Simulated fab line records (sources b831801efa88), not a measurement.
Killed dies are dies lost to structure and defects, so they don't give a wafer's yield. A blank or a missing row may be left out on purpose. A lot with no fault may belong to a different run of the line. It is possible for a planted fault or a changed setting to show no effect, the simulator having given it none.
fab line records	flow sky130
record: lots: 13	wafers: 39	lastDay: 50
route steps=708 shown FIELD_ISO@19 METAL5@676 PASSIVATION@681 PAD_OPEN@708
lots with no fault: from the same line, run without faults
startH: hours from the record's first day to the start of the lot's first wafer shown	waitH: time in hours since the lot's previous step	" identical to the entry in the row above	L1.1+2: several wafers, shown together as one row	- no value, or no start given	* or withheld: withheld	< > ~ a bound
route shown NAME@n: names a module that has steps shown in the file, with the first one's number in the route	usual: the fault-free wafers' mean and standard deviation	same: alike in all rows	chamber/n: place in a boat	sites: the reading at each site	_std_site: the values' standard deviation	_edge_site: the outer-site mean with the inner-site mean subtracted	radiusMm: how far each site lies from the wafer's centre	mask NAME#n: copy n	behind: the tool/chamber that last shaped the wafer	hold: why the lot went on hold/how many hours it stayed there/how the hold came to an end	device: the n, p or np transistor that did not switch	end of line: tests of these same wafers at the route's end	a step without rows: its recipe alone	killed: the dies lost at the first sort to structure and to defects; this is not the yield of the wafer	map: per-die view of a wafer (x killed, . not killed, _ where there is no die)
set.NAME: the setting as run; set.NAME@STEP: as run at that earlier step	model.NAME: the simulator's own value behind a step, which no gauge read
one table for each step of the route and one row for each wafer, over a sample of lots
services: a tool's chamber out of use, with start hour (startH, from the record's first day; less than 0 if before it), hours out, and reason
== steps ==
step: SKY_FIELD_ISO_WET_ETCH_18
recipe: chemistry: H3PO4	targetDepthNm: 25	tempC: 160	target: Si3N4	timeS: 286
usual: bathHeatDutyPct: 27.1/2.8
lot.wafer	tool	chamber	startH	waitH	bathHeatDutyPct
L194.1	wetBench-04	0	31.81	0.0	28.1
L194.3	"	0	"	"	28.8
L194.5	"	0	"	"	29.0
L196.2	wetBench-02	2	40.12	0.0	28.6
L196.4	"	2	"	"	28.0
L196.6	"	2	"	"	26.2
L197.4	wetBench-01	1	44.42	0.0	28.7
L197.5	"	1	"	"	30.1
L197.6	"	1	"	"	26.6
L198.2	wetBench-04	0	48.91	0.0	28.3
L198.3	"	0	"	"	29.2
L198.6	"	0	"	"	27.5
L200.1	wetBench-04	0	60.52	0.0	26.4
L200.5	"	0	"	"	26.9
L200.6	"	0	"	"	29.0
L201.1	wetBench-04	0	67.46	0.0	29.0
L201.5	"	0	"	"	28.4
L201.6	"	0	"	"	27.9
L202.4	wetBench-01	0	73.26	0.0	30.9
L202.5	"	0	"	"	28.9
L202.6	"	0	"	"	29.1
L208.2	wetBench-04	1	102.16	0.0	29.0
L208.4	"	1	"	"	27.1
L208.5	"	1	"	"	26.7
L210.2	wetBench-04	3	112.26	0.0	27.2
L210.5	"	3	"	"	28.2
L210.6	"	3	"	"	26.1
L212.1	wetBench-01	1	125.36	0.0	28.5
L212.2	"	1	"	"	26.1
L212.4	"	1	"	"	25.9
L213.2	wetBench-02	0	129.21	0.0	22.1
L213.3	"	0	"	"	21.4
L213.4	"	0	"	"	21.6
L214.2	wetBench-01	1	134.31	0.0	28.4
L214.3	"	1	"	"	28.8
L214.5	"	1	"	"	26.7
L216.2	wetBench-01	3	142.31	0.0	18.6
L216.5	"	3	"	"	20.3
L216.6	"	3	"	"	20.8
step: SKY_METAL5_METAL_ETCH_15
recipe: targetDepthA: 12600	stopOn: SiO2	overEtchFrac: 0.2	timeS: 252	chemistry: Cl2/BCl3	resistSidewallDeg: 86	pressureMtorr: 10	icpW: 900	biasW: 48.5	Cl2_flow_sccm: 60	bcl3FlowSccm: 30
usual: chamberPressureMTorr: 10.001/0.0092	drypumpMotorCurrentA: 6.1/0.41	oesProductAu: 0.893/0.0055	throttleValvePct: 22.264/0.0089
lot.wafer	tool	chamber	startH	waitH	chamberPressureMTorr	drypumpMotorCurrentA	oesProductAu	rfHoursCounterH	throttleValvePct
L194.1	rieMetal-01	0	1028.11	0.0	10.008	5.4	0.890	6	22.270
L194.3	"	0	"	"	9.984	5.4	0.892	-	22.260
L194.5	"	0	"	"	10.003	5.4	0.893	-	22.266
L197.4	rieMetal-01	1	1045.03	0.1	10.013	6.4	0.899	-	22.272
L197.5	"	0	"	"	9.999	5.5	0.883	-	22.270
L197.6	"	1	"	"	9.995	6.4	0.889	-	22.264
L196.2	rieMetal-01	0	1046.05	0.0	9.998	5.5	0.896	7	22.260
L196.4	"	0	"	"	9.990	5.5	0.885	-	22.268
L196.6	"	0	"	"	10.000	5.5	0.895	-	22.245
L198.2	rieMetal-02	0	1048.16	0.0	9.992	6.2	0.894	13	22.261
L198.3	"	0	"	"	10.000	6.2	0.898	-	22.256
L198.6	"	1	"	"	9.990	6.7	0.890	-	22.264
L202.4	rieMetal-02	0	1086.24	0.1	10.013	6.2	0.891	-	22.274
L202.5	"	1	"	"	9.988	6.7	0.895	-	22.280
L202.6	"	0	"	"	9.992	6.2	0.887	-	22.269
L200.1	rieMetal-01	0	1086.95	0.0	10.012	5.5	0.893	10	22.270
L200.5	"	1	"	"	9.999	6.4	0.884	-	22.257
L200.6	"	0	"	"	9.996	5.5	0.897	-	22.264
L201.1	rieMetal-03	0	1087.64	0.1	9.994	5.8	0.898	20	22.260
L201.5	"	0	"	"	9.994	5.9	0.896	-	22.261
L201.6	"	0	"	"	9.994	5.8	0.904	-	22.262
L208.2	rieMetal-02	0	1115.61	0.0	10.014	6.2	0.896	18	22.262
L208.4	"	0	"	"	9.994	6.2	0.893	-	22.253
L208.5	"	0	"	"	10.017	6.2	0.893	-	22.270
L210.2	rieMetal-01	0	1121.70	0.0	9.996	5.5	0.893	13	22.270
L210.5	"	1	"	"	10.021	6.4	0.888	-	22.252
L210.6	"	0	"	"	10.012	5.5	0.901	-	22.265
L212.1	rieMetal-01	1	1137.85	0.0	9.987	6.4	0.895	24	22.277
L212.2	"	0	"	"	10.013	5.5	0.896	14	22.269
L212.4	"	0	"	"	9.979	5.5	0.887	-	22.252
L213.2	rieMetal-03	0	1140.82	0.1	9.997	5.9	0.884	-	22.271
L213.3	"	0	"	"	9.999	5.9	0.902	-	22.267
L213.4	"	0	"	"	9.995	5.9	0.888	-	22.272
L214.2	rieMetal-02	1	1142.95	0.0	10.005	6.7	0.887	28	22.251
L214.3	"	0	"	"	9.982	6.2	0.896	-	22.260
L214.5	"	0	"	"	10.006	6.2	0.901	-	22.282
L216.2	rieMetal-02	0	1155.50	0.0	10.014	6.2	0.887	22	22.255
L216.5	"	1	"	"	10.003	6.7	0.900	-	22.254
L216.6	"	0	"	"	9.992	6.2	0.888	-	22.261
step: SKY_PASSIVATION_CVD_00
recipe: material: SiO2	targetThkNm: 90	tempC: 400	timeS: withheld	rfW: 600
usual: heaterPowerOuterW: 393/56	heaterPowerW: 658/83
lot.wafer	tool	chamber	startH	waitH	heaterPowerOuterW	heaterPowerW
L194.1	pecvd-04	0	1028.93	0.0	403	731
L194.3	"	2	"	"	432	703
L194.5	"	0	"	"	408	719
L197.4	pecvd-04	2	1045.92	0.0	378	638
L197.5	"	1	"	"	277	521
L197.6	"	0	"	"	408	732
L196.2	pecvd-01	2	1046.88	0.0	340	536
L196.4	"	1	"	"	316	620
L196.6	"	0	"	"	432	719
L198.2	pecvd-02	1	1048.99	0.0	331	536
L198.3	"	2	"	"	500	725
L198.6	"	0	"	"	318	573
L202.4	pecvd-01	0	1087.00	0.0	439	724
L202.5	"	2	"	"	368	577
L202.6	"	1	"	"	369	707
L200.1	pecvd-01	2	1087.79	0.0	326	506
L200.5	"	0	"	"	387	661
L200.6	"	2	"	"	331	505
L201.1	pecvd-01	0	1088.74	0.0	420	688
L201.5	"	1	"	"	384	705
L201.6	"	0	"	"	431	694
L208.2	pecvd-04	2	1116.45	0.0	361	618
L208.4	"	1	"	"	334	619
L208.5	"	0	"	"	510	839
L210.2	pecvd-04	0	1122.53	0.0	492	808
L210.5	"	0	"	"	478	808
L210.6	"	1	"	"	305	554
L212.1	pecvd-01	0	1138.71	0.0	444	722
L212.2	"	1	"	"	361	680
L212.4	"	0	"	"	457	737
L213.2	pecvd-02	0	1141.80	0.0	352	641
L213.3	"	2	"	"	395	612
L213.4	"	0	"	"	350	649
L214.2	pecvd-01	0	1143.78	0.0	358	617
L214.3	"	1	"	"	417	761
L214.5	"	2	"	"	396	605
L216.2	pecvd-02	1	1156.36	0.0	413	651
L216.5	"	1	"	"	308	486
L216.6	"	0	"	"	400	707
step: SKY_PASSIVATION_CVD_02
recipe: material: Si3N4	targetThkNm: 540	tempC: 400	timeS: withheld	rfW: 441.5
usual: heaterPowerOuterW: 431/52	heaterPowerW: 715/80
lot.wafer	tool	chamber	startH	waitH	heaterPowerOuterW	heaterPowerW
L194.1	pecvd-01	1	1029.03	0.1	467	827
L194.3	"	0	"	"	472	766
L194.5	"	1	"	"	360	679
L197.4	pecvd-02	0	1046.11	0.1	410	709
L197.5	"	1	"	"	351	547
L197.6	"	2	"	"	477	711
L196.2	pecvd-04	1	1046.96	0.0	325	587
L196.4	"	1	"	"	357	619
L196.6	"	0	"	"	495	832
L198.2	pecvd-01	2	1049.07	0.0	428	660
L198.3	"	1	"	"	432	768
L198.6	"	1	"	"	445	802
L202.4	pecvd-04	0	1087.18	0.1	493	827
L202.5	"	1	"	"	396	672
L202.6	"	2	"	"	441	717
L200.1	pecvd-04	2	1087.87	0.1	385	651
L200.5	"	0	"	"	529	875
L200.6	"	2	"	"	419	699
L201.1	pecvd-04	2	1088.82	0.1	468	766
L201.5	"	2	"	"	476	777
L201.6	"	0	"	"	548	896
L208.2	pecvd-01	0	1116.53	0.0	383	648
L208.4	"	0	"	"	420	699
L208.5	"	2	"	"	449	662
L210.2	pecvd-01	2	1122.61	0.0	374	589
L210.5	"	0	"	"	428	726
L210.6	"	2	"	"	401	601
L212.1	pecvd-04	0	1138.79	0.1	422	710
L212.2	"	1	"	"	392	677
L212.4	"	2	"	"	460	724
L213.2	pecvd-04	2	1141.88	0.0	480	754
L213.3	"	0	"	"	450	769
L213.4	"	0	"	"	485	831
L214.2	pecvd-02	0	1143.86	0.0	418	721
L214.3	"	1	"	"	452	702
L214.5	"	1	"	"	345	554
L216.2	pecvd-04	1	1156.44	0.0	391	677
L216.5	"	2	"	"	432	680
L216.6	"	0	"	"	488	814
step: SKY_PAD_OPEN_PROBE_99
usual: killed_at_M0_to_M3: 44/7.1	killed_at_M4_up: 3/1.6	killedAtContacts: 24/5.4	killedAtFrontEnd: 15/4.7	killedAtOther: 0.3/0.51	killedDies: 87/9.9	killedOpen: 48/7.6	killedShort: 39/6.3
same: grossDies: 492	killedAtBackSide: 0
lot.wafer	tool	chamber	startH	waitH	hold	killed_at_M0_to_M3	killed_at_M4_up	killedAtContacts	killedAtFrontEnd	killedAtOther	killedDies	killedOpen	killedShort
L194.1	prober-02	-	1075.14	0.1	-	43	0	15	14	0	72	44	28
L194.3	prober-02	-	1075.24	0.2	-	43	2	28	14	0	87	48	39
L194.5	prober-02	-	1075.34	0.2	-	48	3	34	23	1	109	63	46
L197.4	prober-02	-	1090.88	0.2	-	40	4	26	20	0	90	45	45
L197.5	prober-02	-	1090.93	0.2	-	51	4	27	15	0	97	53	44
L197.6	prober-02	-	1090.98	0.2	-	55	1	29	10	0	95	56	39
L196.2	prober-01	-	1092.63	0.1	-	43	6	21	10	0	80	44	36
L196.4	prober-01	-	1092.73	0.2	-	42	3	23	16	1	85	46	39
L196.6	prober-01	-	1092.83	0.2	-	60	3	29	9	0	101	49	52
L198.2	prober-02	-	1093.59	0.1	-	51	1	30	10	0	92	50	42
L198.3	prober-02	-	1093.64	0.2	-	40	2	33	17	0	92	44	48
L198.6	prober-02	-	1093.79	0.2	-	54	5	26	14	1	100	56	44
L202.4	prober-02	-	1129.68	0.2	-	39	0	29	18	1	87	41	46
L202.5	prober-02	-	1129.73	0.2	-	35	2	17	24	0	78	33	45
L202.6	prober-02	-	1129.78	0.2	-	47	2	20	12	1	82	38	44
L200.1	prober-01	-	1130.59	0.1	-	35	4	26	13	0	78	42	36
L200.5	prober-01	-	1130.79	0.2	-	43	2	17	21	0	83	46	37
L200.6	prober-01	-	1130.84	0.2	-	42	2	23	16	1	84	38	46
L201.1	prober-02	-	1132.20	0.1	-	44	1	19	12	0	76	51	25
L201.5	prober-02	-	1132.40	0.2	-	52	3	30	9	0	94	60	34
L201.6	prober-02	-	1132.45	0.2	-	47	3	21	19	1	91	56	35
L208.2	prober-01	-	1156.00	0.1	awaitDispo/1.8h/release	35	3	22	50	0	110	48	27
L208.4	prober-01	-	1156.10	0.2	awaitDispo/1.8h/release	41	3	18	55	0	117	47	36
L208.5	prober-01	-	1156.15	0.2	awaitDispo/1.8h/release	43	4	20	51	1	119	50	34
L210.2	prober-01	-	1162.38	0.1	awaitDispo/5.0h/release	43	3	25	66	0	137	48	34
L210.5	prober-01	-	1162.53	0.2	awaitDispo/5.0h/release	63	1	27	63	0	154	62	43
L210.6	prober-01	-	1162.58	0.2	awaitDispo/5.0h/release	42	3	22	60	0	127	52	25
L212.1	prober-01	-	1175.54	0.1	-	42	2	21	12	0	77	38	39
L212.2	prober-01	-	1175.59	0.1	-	39	1	27	11	0	78	38	40
L212.4	prober-01	-	1175.69	0.2	-	37	2	34	12	0	85	48	37
L213.2	prober-02	-	1179.51	0.1	-	43	4	14	16	0	77	45	32
L213.3	prober-02	-	1179.56	0.2	-	39	5	18	10	0	72	37	35
L213.4	prober-02	-	1179.61	0.2	-	39	2	29	14	1	85	48	37
L214.2	prober-01	-	1180.74	0.1	-	51	3	29	26	0	109	57	52
L214.3	prober-01	-	1180.79	0.2	-	49	1	26	14	0	90	37	53
L214.5	prober-01	-	1180.89	0.2	-	40	3	26	22	0	91	51	40
L216.2	prober-01	-	1191.54	0.1	-	43	4	22	12	2	83	43	40
L216.5	prober-01	-	1191.69	0.2	-	31	10	22	11	0	74	41	33
L216.6	prober-01	-	1191.74	0.2	-	37	1	25	7	1	71	43	28
killed by level:class
L194.1 VIA1:geometricParticle:open=12 VIA3:geometricParticle:open=7 CONTACT:geometricParticle:open=6 POLY_GATE:geometricParticle:open=5 METAL1:geometricParticle:short=5 VIA2:geometricParticle:open=5 LI_CONTACT:geometricParticle:open=4 METAL3:geometricParticle:short=4
L194.3 CONTACT:geometricParticle:open=11 VIA1:geometricParticle:open=10 VIA3:geometricParticle:open=8 VIA2:geometricParticle:open=6 LI_CONTACT:geometricParticle:open=6 FIELD_ISO:geometricParticle:short=5 CONTACT:geometricParticle:short=5 VIA1:geometricParticle:short=4
L194.5 CONTACT:geometricParticle:open=13 VIA1:geometricParticle:open=13 LI_CONTACT:geometricParticle:open=10 VIA3:geometricParticle:open=9 POLY_GATE:geometricParticle:short=7 LOCAL_INTERCONNECT:geometricParticle:short=6 METAL2:geometricParticle:short=6 POLY_GATE:geometricParticle:open=5
L197.4 VIA1:geometricParticle:open=11 LI_CONTACT:geometricParticle:open=8 METAL2:geometricParticle:short=8 CONTACT:geometricParticle:open=7 VIA1:geometricParticle:short=6 CONTACT:geometricParticle:short=6 FIELD_ISO:geometricParticle:open=5 FIELD_ISO:geometricParticle:short=5
L197.5 CONTACT:geometricParticle:open=10 VIA3:geometricParticle:open=10 VIA1:geometricParticle:short=9 VIA1:geometricParticle:open=8 LI_CONTACT:geometricParticle:open=7 VIA2:geometricParticle:open=6 POLY_GATE:geometricParticle:short=5 FIELD_ISO:geometricParticle:short=4
L197.6 VIA1:geometricParticle:open=16 CONTACT:geometricParticle:open=10 VIA1:geometricParticle:short=9 LI_CONTACT:geometricParticle:open=9 METAL2:geometricParticle:short=6 VIA2:geometricParticle:open=6 VIA3:geometricParticle:open=6 VIA3:geometricParticle:short=5
L196.2 VIA1:geometricParticle:open=11 CONTACT:geometricParticle:open=6 VIA1:geometricParticle:short=6 VIA2:geometricParticle:open=6 LOCAL_INTERCONNECT:geometricParticle:short=5 FIELD_ISO:geometricParticle:open=4 LI_CONTACT:geometricParticle:open=4 METAL1:geometricParticle:short=4
L196.4 LI_CONTACT:geometricParticle:open=8 VIA2:geometricParticle:open=8 METAL2:geometricParticle:short=7 VIA3:geometricParticle:open=7 LOCAL_INTERCONNECT:geometricParticle:short=6 FIELD_ISO:geometricParticle:short=5 POLY_GATE:geometricParticle:open=5 CONTACT:geometricParticle:short=3
L196.6 VIA1:geometricParticle:open=12 VIA2:geometricParticle:open=11 VIA1:geometricParticle:short=9 METAL1:geometricParticle:short=8 CONTACT:geometricParticle:short=7 LI_CONTACT:geometricParticle:open=6 LOCAL_INTERCONNECT:geometricParticle:short=6 VIA3:geometricParticle:open=5
L198.2 CONTACT:geometricParticle:open=9 VIA1:geometricParticle:open=9 VIA1:geometricParticle:short=8 LOCAL_INTERCONNECT:geometricParticle:short=8 VIA3:geometricParticle:open=7 VIA2:geometricParticle:open=7 LI_CONTACT:geometricParticle:open=5 CONTACT:geometricParticle:short=4
L198.3 LI_CONTACT:geometricParticle:open=11 METAL1:geometricParticle:short=9 VIA1:geometricParticle:open=8 CONTACT:geometricParticle:open=7 LOCAL_INTERCONNECT:geometricParticle:short=6 METAL2:geometricParticle:short=6 VIA3:geometricParticle:open=5 LI_CONTACT:geometricParticle:short=5
L198.6 VIA2:geometricParticle:open=11 VIA1:geometricParticle:open=11 CONTACT:geometricParticle:open=9 VIA1:geometricParticle:short=7 CONTACT:geometricParticle:short=7 VIA3:geometricParticle:open=7 METAL2:geometricParticle:short=5 POLY_GATE:geometricParticle:short=4
L202.4 CONTACT:geometricParticle:open=11 VIA1:geometricParticle:open=8 VIA3:geometricParticle:open=7 CONTACT:geometricParticle:short=6 LI_CONTACT:geometricParticle:open=5 METAL2:geometricParticle:short=5 VIA3:geometricParticle:short=5 FIELD_ISO:geometricParticle:short=4
L202.5 FIELD_ISO:geometricParticle:short=7 LI_CONTACT:geometricParticle:open=6 METAL2:geometricParticle:short=6 VIA3:geometricParticle:open=6 VIA1:geometricParticle:open=5 FIELD_ISO:geometricParticle:open=4 POLY_GATE:geometricParticle:short=4 CONTACT:geometricParticle:short=4
L202.6 METAL2:geometricParticle:short=11 VIA3:geometricParticle:open=7 CONTACT:geometricParticle:open=6 VIA1:geometricParticle:open=6 VIA2:geometricParticle:short=5 LOCAL_INTERCONNECT:geometricParticle:short=5 VIA2:geometricParticle:open=5 FIELD_ISO:geometricParticle:open=4
L200.1 CONTACT:geometricParticle:open=9 LOCAL_INTERCONNECT:geometricParticle:short=7 METAL2:geometricParticle:short=7 POLY_GATE:geometricParticle:open=6 VIA3:geometricParticle:open=6 METAL1:geometricParticle:short=5 VIA2:geometricParticle:open=5 FIELD_ISO:geometricParticle:open=4
L200.5 VIA1:geometricParticle:open=11 CONTACT:geometricParticle:open=7 FIELD_ISO:geometricParticle:open=6 LI_CONTACT:geometricParticle:open=6 METAL1:geometricParticle:short=6 VIA1:geometricParticle:short=6 VIA3:geometricParticle:short=6 FIELD_ISO:geometricParticle:short=5
L200.6 FIELD_ISO:geometricParticle:open=10 METAL1:geometricParticle:short=9 CONTACT:geometricParticle:open=8 METAL2:geometricParticle:short=8 LOCAL_INTERCONNECT:geometricParticle:short=6 VIA1:geometricParticle:open=6 METAL1:geometricParticle:open=4 VIA1:geometricParticle:short=4
L201.1 VIA1:geometricParticle:open=12 CONTACT:geometricParticle:open=8 VIA3:geometricParticle:open=6 POLY_GATE:geometricParticle:open=5 VIA1:geometricParticle:short=5 LI_CONTACT:geometricParticle:open=4 CONTACT:geometricParticle:short=4 METAL1:geometricParticle:open=4
L201.5 VIA1:geometricParticle:open=19 CONTACT:geometricParticle:open=15 VIA3:geometricParticle:open=11 METAL2:geometricParticle:short=7 LI_CONTACT:geometricParticle:open=6 LOCAL_INTERCONNECT:geometricParticle:short=4 POLY_GATE:geometricParticle:open=3 VIA1:geometricParticle:short=3
L201.6 VIA1:geometricParticle:open=10 VIA3:geometricParticle:open=10 LI_CONTACT:geometricParticle:open=9 CONTACT:geometricParticle:open=8 VIA2:geometricParticle:open=7 VIA3:geometricParticle:short=6 FIELD_ISO:geometricParticle:short=5 SPACER:geometricParticle:open=5
L208.2 FIELD_ISO:unspecified=35 LI_CONTACT:geometricParticle:open=14 VIA1:geometricParticle:open=8 VIA3:geometricParticle:open=7 FIELD_ISO:geometricParticle:open=5 POLY_GATE:geometricParticle:short=4 METAL1:geometricParticle:short=4 CONTACT:geometricParticle:open=4
L208.4 FIELD_ISO:unspecified=34 VIA2:geometricParticle:open=9 FIELD_ISO:geometricParticle:short=6 CONTACT:geometricParticle:open=6 VIA1:geometricParticle:open=6 VIA3:geometricParticle:short=5 VIA3:geometricParticle:open=5 FIELD_ISO:geometricParticle:open=4
L208.5 FIELD_ISO:unspecified=35 VIA1:geometricParticle:open=15 CONTACT:geometricParticle:open=9 METAL2:geometricParticle:short=7 LI_CONTACT:geometricParticle:open=6 POLY_GATE:geometricParticle:open=5 VIA2:geometricParticle:open=5 SPACER:geometricParticle:short=4
L210.2 FIELD_ISO:unspecified=55 VIA1:geometricParticle:open=15 CONTACT:geometricParticle:open=7 LI_CONTACT:geometricParticle:open=7 VIA2:geometricParticle:open=6 LI_CONTACT:geometricParticle:short=5 VIA2:geometricParticle:short=5 FIELD_ISO:geometricParticle:open=4
L210.5 FIELD_ISO:unspecified=49 VIA1:geometricParticle:open=17 CONTACT:geometricParticle:open=13 VIA3:geometricParticle:open=9 VIA1:geometricParticle:short=9 VIA2:geometricParticle:open=8 METAL2:geometricParticle:short=7 LOCAL_INTERCONNECT:geometricParticle:short=5
L210.6 FIELD_ISO:unspecified=50 VIA2:geometricParticle:open=11 VIA3:geometricParticle:open=8 VIA1:geometricParticle:open=7 CONTACT:geometricParticle:open=7 LI_CONTACT:geometricParticle:open=6 POLY_GATE:geometricParticle:open=5 VIA1:geometricParticle:short=5
L212.1 VIA1:geometricParticle:open=12 CONTACT:geometricParticle:short=8 METAL1:geometricParticle:short=7 CONTACT:geometricParticle:open=6 VIA2:geometricParticle:open=6 FIELD_ISO:geometricParticle:short=4 VIA3:geometricParticle:open=4 METAL2:geometricParticle:short=4
L212.2 VIA1:geometricParticle:open=9 METAL2:geometricParticle:short=8 LI_CONTACT:geometricParticle:open=6 VIA3:geometricParticle:open=6 CONTACT:geometricParticle:open=6 CONTACT:geometricParticle:short=6 VIA2:geometricParticle:open=4 LI_CONTACT:geometricParticle:short=4
L212.4 CONTACT:geometricParticle:open=16 VIA2:geometricParticle:open=8 LI_CONTACT:geometricParticle:open=7 VIA1:geometricParticle:open=7 POLY_GATE:geometricParticle:short=5 VIA1:geometricParticle:short=5 METAL1:geometricParticle:short=5 FIELD_ISO:geometricParticle:short=4
L213.2 VIA1:geometricParticle:open=11 VIA3:geometricParticle:open=9 LI_CONTACT:geometricParticle:open=6 FIELD_ISO:geometricParticle:open=5 POLY_GATE:geometricParticle:short=5 METAL1:geometricParticle:short=5 VIA1:geometricParticle:short=5 FIELD_ISO:geometricParticle:short=4
L213.3 VIA1:geometricParticle:open=11 VIA2:geometricParticle:open=6 CONTACT:geometricParticle:short=6 VIA1:geometricParticle:short=5 LI_CONTACT:geometricParticle:open=4 LOCAL_INTERCONNECT:geometricParticle:short=4 VIA3:geometricParticle:open=4 POLY_GATE:geometricParticle:open=3
L213.4 VIA1:geometricParticle:open=13 CONTACT:geometricParticle:open=8 LOCAL_INTERCONNECT:geometricParticle:short=7 METAL2:geometricParticle:short=7 FIELD_ISO:geometricParticle:open=5 CONTACT:geometricParticle:short=5 POLY_GATE:geometricParticle:short=4 LOCAL_INTERCONNECT:geometricParticle:open=4
L214.2 VIA1:geometricParticle:open=15 LI_CONTACT:geometricParticle:open=9 LOCAL_INTERCONNECT:geometricParticle:short=8 CONTACT:geometricParticle:open=7 FIELD_ISO:geometricParticle:short=6 VIA1:geometricParticle:short=6 POLY_GATE:geometricParticle:short=5 VIA2:geometricParticle:open=5
L214.3 METAL1:geometricParticle:short=11 VIA1:geometricParticle:open=8 LI_CONTACT:geometricParticle:open=8 CONTACT:geometricParticle:short=6 VIA2:geometricParticle:short=6 METAL2:geometricParticle:short=6 VIA3:geometricParticle:open=6 FIELD_ISO:geometricParticle:short=5
L214.5 CONTACT:geometricParticle:open=9 VIA1:geometricParticle:open=9 VIA2:geometricParticle:open=8 LI_CONTACT:geometricParticle:open=7 POLY_GATE:geometricParticle:open=6 FIELD_ISO:geometricParticle:short=5 VIA2:geometricParticle:short=5 CONTACT:geometricParticle:short=5
L216.2 VIA1:geometricParticle:open=16 METAL1:geometricParticle:short=8 CONTACT:geometricParticle:open=6 CONTACT:geometricParticle:short=6 VIA3:geometricParticle:short=4 METAL2:geometricParticle:short=4 FIELD_ISO:geometricParticle:short=3 POLY_CUT:geometricParticle:open=3
L216.5 LI_CONTACT:geometricParticle:open=9 VIA1:geometricParticle:open=9 METAL4:geometricParticle:short=7 CONTACT:geometricParticle:open=4 LOCAL_INTERCONNECT:geometricParticle:short=4 METAL1:geometricParticle:short=4 VIA3:geometricParticle:open=4 POLY_GATE:geometricParticle:short=3
L216.6 CONTACT:geometricParticle:open=11 VIA3:geometricParticle:open=8 VIA2:geometricParticle:open=7 LI_CONTACT:geometricParticle:open=6 METAL1:geometricParticle:short=4 VIA1:geometricParticle:short=4 METAL2:geometricParticle:short=4 POLY_GATE:geometricParticle:short=3
== services ==
tool	chamber	startH	hours	kind
wetBench-04	-	46.59	0.6	repair
rieMetal-01	-	91.37	0.6	repair
rieMetal-01	0	109.31	4.5	repair
pecvd-04	-	140.03	2.8	pm
wetBench-04	-	144.04	3.1	repair
pecvd-04	-	151.77	0.8	repair
pecvd-04	-	152.25	0.5	repair
wetBench-04	-	187.01	2.1	repair
pecvd-04	0	277.23	4.1	repair
pecvd-01	-	359.28	0.8	repair
pecvd-04	-	387.97	0.7	repair
pecvd-01	-	527.31	1.8	repair
pecvd-04	-	549.14	0.8	repair
pecvd-01	-	571.12	3.0	repair
pecvd-01	-	575.45	2.8	pm
pecvd-04	-	614.47	3.2	repair
pecvd-01	-	750.98	1.3	repair
pecvd-04	-	773.21	0.3	repair
pecvd-04	-	863.37	1.2	repair
pecvd-01	-	918.01	6.0	pm
pecvd-01	0	989.57	9.4	repair
pecvd-04	-	1012.51	1.4	repair
pecvd-04	1	1020.91	12.6	repair
pecvd-01	-	1038.74	0.6	repair
== key ==
firstSign: step: SKY_PAD_OPEN_PROBE_99	reading: killedAtFrontEnd	direction: up	sigmas: 9.1	usual: 15	struck: 58
effect: step: SKY_PAD_OPEN_PROBE_99	reading: killedDies	direction: up	sigmas: 4.1	usual: 87	struck: 127
metAt SKY_FIELD_ISO_WET_ETCH_18
struckLots L208,L210
testerLeftOut L208,L210
notActingAt SKY_METAL5_METAL_ETCH_15,SKY_PASSIVATION_CVD_00,SKY_PASSIVATION_CVD_02
onsetBetween 67.46 102.16
fault: kind: chamberParticleSource	tool: wetBench-04	chamber: -	onsetH: 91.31	steps: SKY_FIELD_ISO_WET_ETCH_18	ratePerVisitCm2: 0.82116	endH: 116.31
testerLeftOut: of these lots the tester's yield and bins aren't shown, on N5 and GAA mostly nor the transistor test; their killed dies are dies lost to structure and defects alone, not to doping, threshold or leakage, so they don't give the yield
